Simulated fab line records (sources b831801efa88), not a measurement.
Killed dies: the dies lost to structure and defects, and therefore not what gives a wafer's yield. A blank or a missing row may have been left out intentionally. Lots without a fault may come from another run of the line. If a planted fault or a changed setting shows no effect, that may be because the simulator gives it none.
Problem report, 8D (eight disciplines) form, completed by code | flow gf180mcu | the parts of the form that need people (team, actions taken, sign-off) are left out

== 1. WHAT WENT WRONG ==
Across 5 wafers from 3 lots, M2_ALCU_RS at GF_M2_RS_MEAS_05 averages 0.0749 ohm/sq, while fault-free wafers read 0.0691 ohm/sq with a standard deviation of 0.00098. Relative to the usual mean, that is a shift of +6.0 standard deviations.
The step: measures by four-point-probe.
First seen on wafer L704.4, day 21 17:07, on film metro-04. The record holds 34 wafers of 12 lots with a number at this step. The rule behind "out" and "out of limits": a value lying over 4 standard deviations away from the usual mean. The rest of the wafers with a number are treated as sound.

== 2. WHAT IT IS; WHAT IT IS NOT ==
question                    | is                                          | is not
which readings at this step | M2_ALCU_RS                                  | -
which lots                  | L704, L708, L709                            | L696, L697, L698, L699, L712, L713, L716, L717, L719
which wafers of those lots  | L704.4, L704.5, L708.4, L708.5, L709.5      | L708.6, L709.2
read on which gauges        | film metro-01, film metro-02, film metro-04 | -
when                        | from day 21 17:07                           | up to then (12 sound wafers); but 17 sound wafers of L708, L709, L712, L713, L716, L717, L719 came after

== 3. SUSPECTS, AND WHAT RULES EACH OUT ==
Counting: if a tool at a process step up to the reading ran every lot that is out, it stays a suspect. Sound lots after the first of them don't rule it out here, since some wafers of a struck lot are sound.
- the gauge at GF_M2_RS_MEAS_05 has been ruled out. Those wafers that are out were read across 3 gauges (film metro-01, film metro-02, film metro-04).
- pvd sputter-01 at GF_M2_SPUTTER_00 (material Ti, target thk 37.5 nm, time 150 s): kept. Ran every lot that is out, first one L704 (day 21 16:50); last sound lot up to then L698 (day 19 16:44).
- pvd sputter-01 at GF_M2_SPUTTER_01 (material TiN, target thk 30 nm, time 25 s): kept. Ran every lot that is out, first one L704 (day 21 16:56); last sound lot up to then L698 (day 19 16:50).
- pvd sputter-01 at GF_M2_SPUTTER_02 (material AlCu, target thk 450 nm, time 23.9 s): kept. Ran every lot that is out, first one L704 (day 21 16:58); last sound lot up to then L698 (day 19 16:52).
Still standing after the count: pvd sputter-01 at GF_M2_SPUTTER_00, pvd sputter-01 at GF_M2_SPUTTER_01, pvd sputter-01 at GF_M2_SPUTTER_02.

== 4. THE CAUSE (what the simulator had put in) ==
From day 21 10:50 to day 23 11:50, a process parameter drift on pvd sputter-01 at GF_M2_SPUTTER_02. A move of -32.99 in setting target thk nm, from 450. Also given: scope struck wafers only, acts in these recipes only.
After counting, 3 suspects remain, this tool included.

== 5. THE CHAIN OF EFFECTS, in route order ==
Rows list readings where the struck wafers' mean (over those with a number) sits beyond 3 standard deviations from the usual. Only readings whose record carries a usual standard deviation are examined. hours: median over the lots of the time between each lot's start at the first step of this table that gives one and its start at this step. sigmas: the change, counted in usual standard deviations.
hours | step              | reading     | usual         | on struck wafers | change  | sigmas
0     | GF_M2_RS_MEAS_05  | M2_ALCU_RS  | 0.0691 ohm/sq | 0.0749           | +0.0058 | +6.0
4     | GF_M2_THK_MEAS_06 | M2_ALCU_THK | 454 nm        | 417              | -37     | -4.8

== 6. WHAT WOULD HAVE CAUGHT IT SOONER ==
Counted from the fault's start at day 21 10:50, it took 6 hours until the first out-of-limits reading at a measuring or inspecting step in this record, taken at day 21 17:07.
Tool readings at GF_M2_SPUTTER_02 with a usual standard deviation given in the record: none out on any struck wafer, hence no alarm at a limit of 4 standard deviations on them.
L709, L708, from the lots that are out (3), started GF_M2_SPUTTER_02 on pvd sputter-01 later than day 21 17:07. A hold on the tool at that time would have spared those 2.
